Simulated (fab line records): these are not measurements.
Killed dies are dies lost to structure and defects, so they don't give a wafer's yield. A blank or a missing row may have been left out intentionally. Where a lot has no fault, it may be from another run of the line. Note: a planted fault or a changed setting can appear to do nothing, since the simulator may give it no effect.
Matching of chambers / flow gf180mcu / GF_V1_CMP_04 on cmp-01 has 4 sister chambers
The step polishes SiO2. 16 wafers are shown with their chamber, then 8 later ones without.

== EACH WAFER AND ITS CHAMBER ==
wafer=L660.2; chamber=0; motor_current_A (A)=9.7; time_to_endpoint_s (s)=86; retaining_ring_pressure_frac=1.001
wafer=L660.3; chamber=2; motor_current_A (A)=11.8; time_to_endpoint_s (s)=74; retaining_ring_pressure_frac=0.995
wafer=L660.4; chamber=3; motor_current_A (A)=11.9; time_to_endpoint_s (s)=86; retaining_ring_pressure_frac=0.991
wafer=L663.1; chamber=1; motor_current_A (A)=9.5; time_to_endpoint_s (s)=67; retaining_ring_pressure_frac=0.993
wafer=L663.5; chamber=0; motor_current_A (A)=9.1; time_to_endpoint_s (s)=84; retaining_ring_pressure_frac=0.993
wafer=L663.6; chamber=1; motor_current_A (A)=10.2; time_to_endpoint_s (s)=72; retaining_ring_pressure_frac=0.997
wafer=L664.2; chamber=2; motor_current_A (A)=11.9; time_to_endpoint_s (s)=77; retaining_ring_pressure_frac=1.008
wafer=L664.3; chamber=3; motor_current_A (A)=10.9; time_to_endpoint_s (s)=81; retaining_ring_pressure_frac=1.001
wafer=L664.4; chamber=1; motor_current_A (A)=10.1; time_to_endpoint_s (s)=74; retaining_ring_pressure_frac=0.994
wafer=L665.1; chamber=1; motor_current_A (A)=9.9; time_to_endpoint_s (s)=66; retaining_ring_pressure_frac=1.000
wafer=L665.3; chamber=3; motor_current_A (A)=11.4; time_to_endpoint_s (s)=74; retaining_ring_pressure_frac=1.000
wafer=L665.6; chamber=2; motor_current_A (A)=12.4; time_to_endpoint_s (s)=80; retaining_ring_pressure_frac=1.001
wafer=L666.2; chamber=2; motor_current_A (A)=12.4; time_to_endpoint_s (s)=74; retaining_ring_pressure_frac=0.999
wafer=L666.5; chamber=3; motor_current_A (A)=11.6; time_to_endpoint_s (s)=80; retaining_ring_pressure_frac=0.994
wafer=L666.6; chamber=0; motor_current_A (A)=9.6; time_to_endpoint_s (s)=83; retaining_ring_pressure_frac=1.003
wafer=L671.1; chamber=1; motor_current_A (A)=10.5; time_to_endpoint_s (s)=86; retaining_ring_pressure_frac=1.000

SIGNATURES, as means of the wafers listed above
reading=motor_current_A; chamber 0=9.467; chamber 1=10.040; chamber 2=12.125; chamber 3=11.450; scatter within a chamber=0.365
reading=time_to_endpoint_s; chamber 0=84.33; chamber 1=73.00; chamber 2=76.25; chamber 3=80.25; scatter within a chamber=5.46
reading=retaining_ring_pressure_frac; chamber 0=0.99900; chamber 1=0.99680; chamber 2=1.00075; chamber 3=0.99650; scatter within a chamber=0.00462
Rule: a wafer lies at a distance from a chamber equal to the root of the sum of squares, over the readings, of (its reading less the chamber's mean, divided by the reading's scatter). The wafer belongs to the nearest chamber; if the next one is less than 2 further off, it can't be placed. The scatter is the square root of a quotient: the sum, over the shown wafers, of each reading's squared deviation from its chamber's mean, divided by wafers minus chambers.

== WAFERS MISSING THEIR CHAMBER ==
wafer=L671.3; motor_current_A (A)=10.3; time_to_endpoint_s (s)=85; retaining_ring_pressure_frac=1.001
wafer=L671.5; motor_current_A (A)=12.8; time_to_endpoint_s (s)=85; retaining_ring_pressure_frac=1.006
wafer=L672.1; motor_current_A (A)=10.2; time_to_endpoint_s (s)=85; retaining_ring_pressure_frac=1.010
wafer=L672.5; motor_current_A (A)=11.6; time_to_endpoint_s (s)=90; retaining_ring_pressure_frac=1.008
wafer=L672.6; motor_current_A (A)=12.4; time_to_endpoint_s (s)=89; retaining_ring_pressure_frac=0.989
wafer=L679.1; motor_current_A (A)=11.3; time_to_endpoint_s (s)=82; retaining_ring_pressure_frac=0.991
wafer=L679.2; motor_current_A (A)=9.8; time_to_endpoint_s (s)=92; retaining_ring_pressure_frac=0.992
wafer=L679.4; motor_current_A (A)=12.4; time_to_endpoint_s (s)=86; retaining_ring_pressure_frac=1.004

== WHICH CHAMBER EACH ONE RAN IN ==
wafer=L671.3; from the rows above=can't be placed: 0 or 1 or 3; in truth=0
wafer=L671.5; from the rows above=can't be placed: 2 or 3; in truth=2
wafer=L672.1; from the rows above=can't be placed: 0 or 1 or 3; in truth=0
wafer=L672.5; from the rows above=can't be placed: 3 or 2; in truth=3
wafer=L672.6; from the rows above=can't be placed: 3 or 2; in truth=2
wafer=L679.1; from the rows above=can't be placed: 3 or 2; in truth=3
wafer=L679.2; from the rows above=can't be placed: 0 or 1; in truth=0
wafer=L679.4; from the rows above=can't be placed: 2 or 3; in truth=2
Correctly placed: 0 of 8. These rows do not allow placing 8 (true chamber among the candidates in 8). Wrongly placed: 0.
